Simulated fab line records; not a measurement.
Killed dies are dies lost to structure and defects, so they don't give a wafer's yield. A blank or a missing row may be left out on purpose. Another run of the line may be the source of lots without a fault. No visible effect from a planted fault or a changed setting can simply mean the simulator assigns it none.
8D (eight disciplines) problem report, filled in by code || flow gf180mcu || the parts of the form that need people (team, actions taken, sign-off) are left out

## 1. THE PROBLEM
cd-nm at GF_V3_CD_MEAS_14 reads a mean of 277.2 nm on 3 wafers of 2 lots; wafers without a fault read 259.7 nm with a standard deviation of 1.3. That puts it +13 standard deviations away from the usual mean.
The step: target cd 260 nm.
First observed at day 25 06:32: wafer L901.1, on cd-sem-01. The record holds 36 wafers of 12 lots with a number at this step. Rule for "out" (also "out of limits"): further than 4 standard deviations from the usual mean. The rest of the wafers with a number are treated as sound.

## 2. WHAT IT IS; WHAT IT IS NOT
{"question": "which readings at this step", "is": "cd-nm", "is not": "-"}
{"question": "which lots", "is": "L901, L902", "is not": "L892, L894, L895, L896, L900, L906, L910, L913, L914, L915"}
{"question": "which wafers of those lots", "is": "L901.1, L902.1, L902.4", "is not": "L901.2, L901.5, L902.5"}
{"question": "read on which gauges", "is": "cd-sem-01", "is not": "cd-sem-02"}
{"question": "when", "is": "from day 25 06:32", "is not": "up to then (17 sound wafers); but 16 sound wafers of L902, L906, L910, L913, L914, L915 came after"}

## 3. WHAT RULES OUT EACH SUSPECT
Counting: a tool at a process step up to the reading stays a suspect if it ran every lot that is out. Sound lots after the first of them don't rule it out here, since some wafers of a struck lot are sound.
- the gauge at GF_V3_CD_MEAS_14: kept. All the wafers that are out were read on cd-sem-01, and no step on other tools shows them out.
- plasma-asher-03 at GF_M3_STRIP_17 (strips in O2/N2): kept. Ran every lot that is out, first one L901 (day 24 07:54); last sound lot up to then L900 (day 24 00:45).
- pecvd-04 at GF_V3_CVD_02 (deposits SiO2 from TEOS, target thk 850 nm, time 94.851 s): kept. Ran every lot that is out, first one L901 (day 24 08:34); last sound lot up to then L896 (day 22 15:43).
- krf-scanner-02 at GF_V3_EXPOSE_11 (exposes mask Via3, target cd 260 nm): kept. Ran every lot that is out, first one L901 (day 24 20:04); last sound lot up to then L900 (day 24 13:33).
Left after counting: plasma-asher-03 at GF_M3_STRIP_17, pecvd-04 at GF_V3_CVD_02, krf-scanner-02 at GF_V3_EXPOSE_11, cd-sem-01 at GF_V3_CD_MEAS_14.

## 4. THE CAUSE (what the simulator had put in)
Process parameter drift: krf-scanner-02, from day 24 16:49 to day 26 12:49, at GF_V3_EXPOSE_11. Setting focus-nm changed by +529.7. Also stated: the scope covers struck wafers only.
Counting left 4 suspects, and this tool is among them.

## 5. SEQUENCE OF EFFECTS, ordered by route
Each row: a reading where the mean over the struck wafers with a number is more than 3 standard deviations away from the usual. Only readings for which the record gives a usual standard deviation are gone through. hours: the time from each lot's start at the first step in this table that gives one to its start at this step, as a median over the lots. sigmas: the change in usual standard deviations.
{"hours": 0, "step": "GF_V3_CD_MEAS_14", "reading": "cd-nm", "usual": "259.7 nm", "on struck wafers": 277.2, "change": "+17.5", "sigmas": "+13"}

## 6. HOW IT WOULD HAVE BEEN CAUGHT EARLIER
14 hours passed between the start of the fault at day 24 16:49 and the first reading out of limits at a measuring or inspecting step in this record, taken at day 25 06:32.
By day 25 06:32 the whole set of lots that are out, 2 in number, had already begun GF_V3_EXPOSE_11 on krf-scanner-02. Had the tool been put on hold then, not one of them would have been saved.
